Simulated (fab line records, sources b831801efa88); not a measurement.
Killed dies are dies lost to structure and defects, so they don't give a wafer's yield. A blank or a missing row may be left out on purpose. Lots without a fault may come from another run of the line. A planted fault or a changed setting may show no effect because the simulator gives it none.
Chamber matching | flow sky130 | SKY_LI_CONTACT_HDPCVD_00 on hdpcvd-01: 3 sister chambers
The step deposits PSG, target thk 930 nm, time 155 s. 18 wafers are shown with their chamber, then 9 later ones without.

WAFERS WITH THEIR CHAMBER
wafer  | chamber | pressure_mtorr (mTorr)
L956.1 | 0       | 6.009
L956.4 | 0       | 5.991
L956.6 | 1       | 5.992
L957.4 | 1       | 6.015
L957.5 | 1       | 6.034
L957.6 | 2       | 5.987
L958.3 | 1       | 6.022
L958.4 | 1       | 6.021
L958.5 | 2       | 6.025
L959.3 | 1       | 6.023
L959.4 | 1       | 6.017
L959.6 | 0       | 6.000
L968.1 | 0       | 5.985
L968.3 | 1       | 5.994
L968.4 | 0       | 5.979
L971.2 | 0       | 6.017
L971.3 | 2       | 5.996
L971.6 | 2       | 6.002

SIGNATURES (means of the wafers above)
reading        | chamber 0 | chamber 1 | chamber 2 | scatter within a chamber
pressure_mtorr | 5.99683   | 6.01475   | 6.00250   | 0.0149
Rule: a wafer's distance from a chamber is the root of the sum, over the readings, of the square of ((its reading less the chamber's mean) divided by the reading's scatter). The wafer belongs to the nearest chamber; if the next one is less than 2 further off, it can't be placed. The scatter: the root of (the sum of the squares of (reading less its chamber's mean) over the shown wafers, divided by (wafers less chambers)).

WAFERS WITHOUT THEIR CHAMBER
wafer  | pressure_mtorr (mTorr)
L972.3 | 6.001
L972.4 | 5.995
L972.5 | 5.993
L973.3 | 6.001
L973.4 | 5.987
L973.6 | 6.022
L976.1 | 6.000
L976.2 | 6.005
L976.4 | 6.003

WHICH CHAMBER EACH WENT THROUGH
wafer  | from the rows above          | in truth
L972.3 | can't be placed: 2 or 0 or 1 | 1
L972.4 | can't be placed: 0 or 2 or 1 | 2
L972.5 | can't be placed: 0 or 2 or 1 | 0
L973.3 | can't be placed: 2 or 0 or 1 | 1
L973.4 | can't be placed: 0 or 2 or 1 | 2
L973.6 | can't be placed: 1 or 2 or 0 | 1
L976.1 | can't be placed: 2 or 0 or 1 | 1
L976.2 | can't be placed: 2 or 0 or 1 | 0
L976.4 | can't be placed: 2 or 0 or 1 | 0
Placed correctly: 0 of 9. Can't be placed from these rows: 9 (the true chamber is among the candidates in 9). Placed wrongly: 0.
